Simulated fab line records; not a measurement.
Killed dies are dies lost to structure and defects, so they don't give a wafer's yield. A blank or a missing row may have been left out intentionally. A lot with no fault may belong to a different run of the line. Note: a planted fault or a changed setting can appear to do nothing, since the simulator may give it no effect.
Split-lot study	flow sky130	5 lots, 23 wafers read, on a route of 708 steps

THE SPLIT ITSELF
At SKY_CAPM_DEVELOP_11 (develop time 60 s), the setting dev-temp-c was moved away from the recipe's 23 C on 9 of the 23 wafers read, by -12.0% to +9.4%. All remaining wafers had this setting at the recipe value.

No step appears in the file between the split and the reading.

THE READING
CAPM.cd-nm (the simulator's own value, which no gauge read), in nm, at SKY_CAPM_METAL_ETCH_13 (etches TiN in Cl2/BCl3, stops on SiO2, target depth 220 nm, time 62.9 s). There is no usual value for it anywhere in the file. The 14 wafers here that ran the recipe average 1002.0 nm, standard deviation 1.5 nm.

wafer	tool, chamber at the split	dev-temp-c as run, C	against the recipe	CAPM.cd-nm, nm	against lot-mates on the recipe
L078.2	litho-track-04, 0	23	recipe	1001	-
L078.6	litho-track-04, 0	23	recipe	1001	-
L078.3	litho-track-04, 0	23	recipe	1004	-
L079.1	litho-track-04, 0	23	recipe	1002	-
L079.4	litho-track-04, 0	23	recipe	1002	-
L079.5	litho-track-04, 0	23	recipe	1002	-
L079.2	litho-track-04, 0	23	recipe	1003	-
L079.6	litho-track-04, 0	23	recipe	1003	-
L080.1	litho-track-04, 0	23	recipe	1004	-
L080.2	litho-track-04, 0	23	recipe	1001	-
L080.4	litho-track-04, 0	20.25	-12.0%	994.1	-8.4
L080.5	litho-track-04, 0	20.25	-12.0%	995.6	-6.9
L080.6	litho-track-04, 0	20.25	-12.0%	994	-8.5
L081.1	litho-track-03, 0	23	recipe	1003	-
L081.2	litho-track-03, 0	23	recipe	1003	-
L081.3	litho-track-03, 0	21.64	-5.9%	998.5	-4.5
L081.4	litho-track-03, 0	21.64	-5.9%	997.1	-5.9
L081.5	litho-track-03, 0	21.64	-5.9%	998.1	-4.9
L085.1	litho-track-02, 0	23	recipe	998.5	-
L085.2	litho-track-02, 0	25.17	+9.4%	1005	+5.8
L085.4	litho-track-02, 0	25.17	+9.4%	1005	+5.8
L085.3	litho-track-02, 0	23	recipe	1000	-
L085.5	litho-track-02, 0	25.17	+9.4%	1006	+6.8

THE FIT
A straight line over all 23 wafers: CAPM.cd-nm changes by +0.525 nm for each +1% of dev-temp-c; r = +0.91; the points scatter about the line by 1.4 nm.
The same after taking each lot's own level away (the mean of its wafers on the recipe; 23 wafers): +0.678 nm for each +1%; r = +0.97; scatter 0.96 nm.
The reading moves by 8.1 nm for the largest change in dev-temp-c, on that fit.
Across the lots, their own levels run from 999.25 to 1003.00 nm, a range of 2.5 times the standard deviation given above.
In other words, the slope is changed by the lot-to-lot level; the two fits disagree.
Check: -8.24 nm against its lot-mates is what the line predicts for one of the wafers moved furthest among these (-12.0%) when that wafer is left out of the fit. Against them it came out at -8.4 nm.

OTHER SPLITS APPLIED TO THESE WAFERS
These wafers also went through other splits before the reading. Each is held against what the fit with the lots' levels taken away leaves over:
other split on the same wafers	wafers away from the commonest value	r with CAPM.cd-nm (lot level and that fit taken away)
SKY_VIA2_ETCH_14 bias-w	7	+0.02
SKY_VIA2_CMP_24 t-overpolish-s	10	-0.24

FILE'S OWN FIT
CAPM.cd-nm changes by +0.675 nm for each +1% of dev-temp-c, r = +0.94.
